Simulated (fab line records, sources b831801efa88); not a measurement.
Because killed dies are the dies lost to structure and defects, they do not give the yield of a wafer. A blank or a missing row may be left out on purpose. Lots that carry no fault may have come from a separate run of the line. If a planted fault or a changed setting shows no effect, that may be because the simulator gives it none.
fab line records | flow gf180mcu | part 2 of 2: steps 27 to 36 of 36
record lots=5 | wafers=15 | last-day=34
route steps=602 shown PSD@261 NSD@262 SAB@264 SALICIDE@278 CONTACT@287
lots that met no fault: from a run of the same line without faults
start-h: hours from the record's first day to the start of the lot's first wafer shown | wait-h: hours from the lot's prior step to this one | " the same as in the row above | L1.1+2: several wafers, shown together as one row | - no value, or no start given | * or withheld: withheld | < > ~ a bound
route shown NAME@n: NAME is a module with steps in the file, n the number in the route of the first one | usual: mean/standard deviation of fault-free wafers | same: alike in all rows | chamber/n: place in a boat | sites: the reading at each site | _std_site: how widely they spread, as a standard deviation | _edge_site: mean of outer sites minus mean of inner sites | radius-mm: for every site, how far away it sits from the centre of the wafer | mask NAME#n: copy n | behind: tool/chamber where the wafer was last shaped | hold: why the lot went on hold/how many hours it stayed there/how the hold came to an end | device: transistor that didn't switch, given as n, p or np | end of line: at the end of the route, the tests of the same wafers | for a step that has no rows: nothing shown but its recipe | killed: count of dies lost to structure and defects at first sort (not the wafer's yield) | map: per-die view of a wafer (x killed, . not killed, _ where there is no die)
set.NAME: the run value of the setting; set.NAME@STEP: its run value at that earlier step | model.NAME: the simulator's own value behind a step, which no gauge read
a table for each step, a row for each wafer; lots at some steps of the route
services: when a tool's chamber went out of use (start-h, in hours from the record's first day, below 0 if earlier), for how many hours, and the reason
## steps
# step GF_CONTACT_CVD_00
# recipe material=SiO2 | target-thk-nm=300 | sigma-open-frac=0.3 | temp-c=400 | time-s=50 | sih4-flow-sccm=60 | pressure-mtorr=6
lot.wafer  | tool      | chamber | start-h | wait-h
L074.1+2+6 | hdpcvd-02 | 2,0,0   | 342.67  | 0.1
L075.1+4+5 | hdpcvd-01 | 0,2,0   | 346.97  | 0.1
L080.4+5+6 | hdpcvd-01 | 1,0,2   | 389.24  | 0.1
L092.1+3+4 | hdpcvd-01 | 2,1,2   | 494.52  | 0.1
L096.1+4+5 | hdpcvd-01 | 2,2,1   | 538.72  | 0.1
# step GF_CONTACT_THK_MEAS_01
# recipe reads=SiO2_of_CONTACT_CVD_00
# usual CONTACT_CVD_00_THK=298.9/2.5
lot.wafer | tool          | chamber | start-h | wait-h | CONTACT_CVD_00_THK[nm]
L074.1    | film-metro-02 | -       | 342.77  | 0.1    | 298.9
L074.2    | "             | -       | "       | "      | 300.9
L074.6    | "             | -       | "       | "      | 299.9
L075.1    | film-metro-01 | -       | 347.02  | 0.0    | 295.6
L075.4    | "             | -       | "       | "      | 297.8
L075.5    | "             | -       | "       | "      | 294.7
L080.4    | film-metro-04 | -       | 389.29  | 0.0    | 296.4
L080.5    | "             | -       | "       | "      | 299.8
L080.6    | "             | -       | "       | "      | 299.7
L092.1    | film-metro-02 | -       | 494.56  | 0.0    | 295.3
L092.3    | "             | -       | "       | "      | 293.0
L092.4    | "             | -       | "       | "      | 295.6
L096.1    | film-metro-02 | -       | 538.77  | 0.0    | 296.8
L096.4    | "             | -       | "       | "      | 299.3
L096.5    | "             | -       | "       | "      | 297.1
# step GF_CONTACT_CVD_02
# recipe material=SiO2 | target-thk-nm=860 | precursor=TEOS | temp-c=400 | time-s=95.992 | rf-w=600
# usual heater-power-w=648/74 | rf-fwd-power-W=596.4/2.1
lot.wafer | tool     | chamber | start-h | wait-h | heater-power-w | rf-fwd-power-W
L074.1    | pecvd-04 | 0       | 342.83  | 0.1    | 718            | 597.6
L074.2    | "        | 1       | "       | "      | 752            | 597.7
L074.6    | "        | 2       | "       | "      | 610            | 598.7
L075.1    | pecvd-02 | 1       | 347.08  | 0.1    | 578            | 597.0
L075.4    | "        | 1       | "       | "      | 632            | 598.5
L075.5    | "        | 0       | "       | "      | 634            | 594.5
L080.4    | pecvd-04 | 0       | 389.36  | 0.1    | 582            | 595.9
L080.5    | "        | 2       | "       | "      | 559            | 598.1
L080.6    | "        | 1       | "       | "      | 645            | 595.8
L092.1    | pecvd-02 | 1       | 494.62  | 0.1    | 573            | 597.7
L092.3    | "        | 1       | "       | "      | 633            | 596.5
L092.4    | "        | 0       | "       | "      | 655            | 596.4
L096.1    | pecvd-03 | 1       | 538.83  | 0.1    | 566            | 597.8
L096.4    | "        | 2       | "       | "      | 748            | 595.5
L096.5    | "        | 0       | "       | "      | 771            | 594.0
# step GF_CONTACT_THK_MEAS_03
# recipe reads=SiO2_of_CONTACT_CVD_02
# usual CONTACT_CVD_02_THK=856/11
lot.wafer | tool          | chamber | start-h | wait-h | CONTACT_CVD_02_THK[nm]
L074.1    | film-metro-04 | -       | 342.90  | 0.0    | 843
L074.2    | "             | -       | "       | "      | 850
L074.6    | "             | -       | "       | "      | 871
L075.1    | film-metro-04 | -       | 347.15  | 0.0    | 846
L075.4    | "             | -       | "       | "      | 856
L075.5    | "             | -       | "       | "      | 860
L080.4    | film-metro-02 | -       | 389.42  | 0.0    | 864
L080.5    | "             | -       | "       | "      | 883
L080.6    | "             | -       | "       | "      | 862
L092.1    | film-metro-04 | -       | 494.73  | 0.1    | 847
L092.3    | "             | -       | "       | "      | 864
L092.4    | "             | -       | "       | "      | 856
L096.1    | film-metro-01 | -       | 538.90  | 0.0    | 847
L096.4    | "             | -       | "       | "      | 862
L096.5    | "             | -       | "       | "      | 859
# step GF_CONTACT_CMP_04
# recipe material=SiO2 | down-force-psi=4 | platen-rpm=60 | pad-velocity-m-s=0.94248
# usual motor-current-A=12.1/1.2 | time-to-endpoint-s=113/5.4
lot.wafer | tool   | chamber | start-h | wait-h | motor-current-A | time-to-endpoint-s
L074.1    | cmp-02 | 0       | 342.96  | 0.1    | 12.2            | 108
L074.2    | "      | 1       | "       | "      | 12.9            | 109
L074.6    | "      | 0       | "       | "      | 12.7            | 118
L075.1    | cmp-02 | 0       | 347.26  | 0.1    | 11.7            | 111
L075.4    | "      | 2       | "       | "      | 11.2            | 113
L075.5    | "      | 3       | "       | "      | 12.4            | 115
L080.4    | cmp-02 | 1       | 389.50  | 0.1    | 12.4            | 123
L080.6    | "      | 0       | "       | "      | 12.2            | 121
L080.5    | "      | 1       | "       | "      | 12.7            | 130
L092.3    | cmp-01 | 2       | 494.79  | 0.0    | 11.2            | 117
L092.4    | "      | 3       | "       | "      | 13.1            | 110
L092.1    | "      | 1       | "       | "      | 11.4            | 108
L096.4    | cmp-01 | 3       | 539.01  | 0.1    | 13.5            | 117
L096.1    | "      | 1       | "       | "      | 11.2            | 110
L096.5    | "      | 2       | "       | "      | 10.6            | 115
# step GF_CONTACT_BOW_MEAS_05
# recipe mode=bow
# usual CONTACT_BOW=65/7
lot.wafer | tool          | chamber | start-h | wait-h | CONTACT_BOW[um]
L074.1    | film-metro-02 | -       | 343.26  | 0.2    | 68
L074.2    | "             | -       | "       | "      | 63
L074.6    | "             | -       | "       | "      | 65
L075.1    | film-metro-01 | -       | 347.51  | 0.2    | 61
L075.4    | "             | -       | "       | "      | 55
L075.5    | "             | -       | "       | "      | 60
L080.4    | film-metro-01 | -       | 389.81  | 0.3    | 52
L080.5    | "             | -       | "       | "      | 74
L080.6    | "             | -       | "       | "      | 73
L092.1    | film-metro-04 | -       | 495.09  | 0.1    | 62
L092.3    | "             | -       | "       | "      | 67
L092.4    | "             | -       | "       | "      | 81
L096.1    | film-metro-01 | -       | 539.26  | 0.1    | 75
L096.4    | "             | -       | "       | "      | 71
L096.5    | "             | -       | "       | "      | 57
# step GF_CONTACT_DEHYDRATE_06
# recipe temp-c=200 | time-s=60
# usual chill-plate-temp-C=23.00/0.1
lot.wafer | tool           | chamber | start-h | wait-h | chill-plate-temp-C
L074.1    | litho-track-01 | 0       | 353.21  | 9.9    | 23.16
L074.2    | "              | 0       | "       | "      | 23.10
L074.6    | "              | 0       | "       | "      | 23.05
L075.1    | litho-track-03 | 0       | 357.25  | 9.7    | 23.00
L075.4    | "              | 0       | "       | "      | 22.85
L075.5    | "              | 0       | "       | "      | 22.85
L080.4    | litho-track-02 | 0       | 400.78  | 11.0   | 22.84
L080.5    | "              | 0       | "       | "      | 22.98
L080.6    | "              | 0       | "       | "      | 22.92
L092.1    | litho-track-01 | 0       | 506.35  | 11.2   | 23.09
L092.3    | "              | 0       | "       | "      | 23.08
L092.4    | "              | 0       | "       | "      | 23.05
L096.1    | litho-track-01 | 0       | 549.60  | 10.3   | 22.95
L096.4    | "              | 0       | "       | "      | 23.04
L096.5    | "              | 0       | "       | "      | 22.95
# step GF_CONTACT_HMDS_07
# recipe prime-time-s=60 | prime-temp-c=120
# usual chill-plate-temp-C=22.98/0.11
lot.wafer | tool           | chamber | start-h | wait-h | chill-plate-temp-C
L074.1    | litho-track-01 | 0       | 353.36  | 0.1    | 22.98
L074.2    | "              | 0       | "       | "      | 22.95
L074.6    | "              | 0       | "       | "      | 22.87
L075.1    | litho-track-03 | 0       | 357.40  | 0.1    | 22.92
L075.4    | "              | 0       | "       | "      | 22.99
L075.5    | "              | 0       | "       | "      | 23.12
L080.4    | litho-track-02 | 0       | 400.93  | 0.1    | 23.15
L080.5    | "              | 0       | "       | "      | 23.02
L080.6    | "              | 0       | "       | "      | 23.14
L092.1    | litho-track-01 | 0       | 506.50  | 0.1    | 22.93
L092.3    | "              | 0       | "       | "      | 22.84
L092.4    | "              | 0       | "       | "      | 22.82
L096.1    | litho-track-01 | 0       | 549.75  | 0.1    | 22.75
L096.4    | "              | 0       | "       | "      | 22.94
L096.5    | "              | 0       | "       | "      | 22.89
# step GF_CONTACT_COAT_08
# recipe resist=BARC | temp-c=withheld | time-s=withheld | spin-rpm=withheld | resist-thk-nm=withheld
# usual chill-plate-temp-C=*
lot.wafer | tool           | chamber | start-h | wait-h | chill-plate-temp-C
L074.1    | litho-track-01 | 0       | 353.51  | 0.1    | *
L074.2    | "              | 0       | "       | "      | *
L074.6    | "              | 0       | "       | "      | *
L075.1    | litho-track-03 | 0       | 357.55  | 0.1    | *
L075.4    | "              | 0       | "       | "      | *
L075.5    | "              | 0       | "       | "      | *
L080.4    | litho-track-02 | 0       | 401.08  | 0.1    | *
L080.5    | "              | 0       | "       | "      | *
L080.6    | "              | 0       | "       | "      | *
L092.1    | litho-track-01 | 0       | 506.65  | 0.1    | *
L092.3    | "              | 0       | "       | "      | *
L092.4    | "              | 0       | "       | "      | *
L096.1    | litho-track-01 | 0       | 549.90  | 0.1    | *
L096.4    | "              | 0       | "       | "      | *
L096.5    | "              | 0       | "       | "      | *
# step GF_CONTACT_COAT_09
# recipe resist=KrF | spin-rpm=withheld | resist-thk-nm=1000
# usual chill-plate-temp-C=22.99/0.12
lot.wafer | tool           | chamber | start-h | wait-h | chill-plate-temp-C
L074.1    | litho-track-01 | 0       | -       | -      | 22.86
L074.2    | "              | 0       | "       | "      | 22.80
L074.6    | "              | 0       | "       | "      | 22.72
L075.1    | litho-track-03 | 0       | -       | -      | 22.91
L075.4    | "              | 0       | "       | "      | 22.99
L075.5    | "              | 0       | "       | "      | 22.85
L080.4    | litho-track-02 | 0       | -       | -      | 22.97
L080.5    | "              | 0       | "       | "      | 23.25
L080.6    | "              | 0       | "       | "      | 23.05
L092.1    | litho-track-01 | 0       | -       | -      | 23.19
L092.3    | "              | 0       | "       | "      | 23.17
L092.4    | "              | 0       | "       | "      | 23.01
L096.1    | litho-track-01 | 0       | -       | -      | 23.01
L096.4    | "              | 0       | "       | "      | 23.03
L096.5    | "              | 0       | "       | "      | 23.04
## services
tool             | chamber | start-h | hours | kind
pvd-sputter-01   | -       | 295.76  | 2.5   | repair
pvd-sputter-01   | -       | 299.73  | 0.7   | repair
rie-diel-03      | -       | 300.03  | 15.6  | pm
iline-stepper-01 | -       | 306.11  | 8.9   | pm
pecvd-04         | -       | 321.02  | 14.6  | pm
cmp-02           | -       | 321.45  | 1.8   | repair
wet-bench-03     | -       | 323.74  | 5.9   | repair
pvd-sputter-04   | -       | 331.40  | 0.6   | repair
cmp-02           | -       | 334.35  | 1.8   | repair
iline-stepper-01 | -       | 339.08  | 7.2   | repair
plasma-asher-03  | -       | 353.64  | 2.8   | pm
pvd-sputter-04   | -       | 353.89  | 1.1   | repair
pecvd-04         | -       | 368.88  | 14.0  | pm
pecvd-02         | -       | 374.98  | 14.6  | pm
rie-diel-03      | -       | 378.82  | 0.8   | repair
cmp-02           | -       | 393.87  | 6.3   | pm
hdpcvd-01        | 1       | 394.61  | 2.6   | repair
pecvd-04         | -       | 402.77  | 1.6   | repair
cmp-02           | -       | 404.13  | 4.0   | pm
pvd-sputter-01   | -       | 419.55  | 6.0   | repair
pecvd-04         | -       | 430.10  | 6.0   | pm
plasma-asher-03  | -       | 474.47  | 2.7   | repair
pecvd-02         | 2       | 476.58  | 46.2  | repair
rtp-anneal-01    | -       | 545.29  | 5.8   | pm
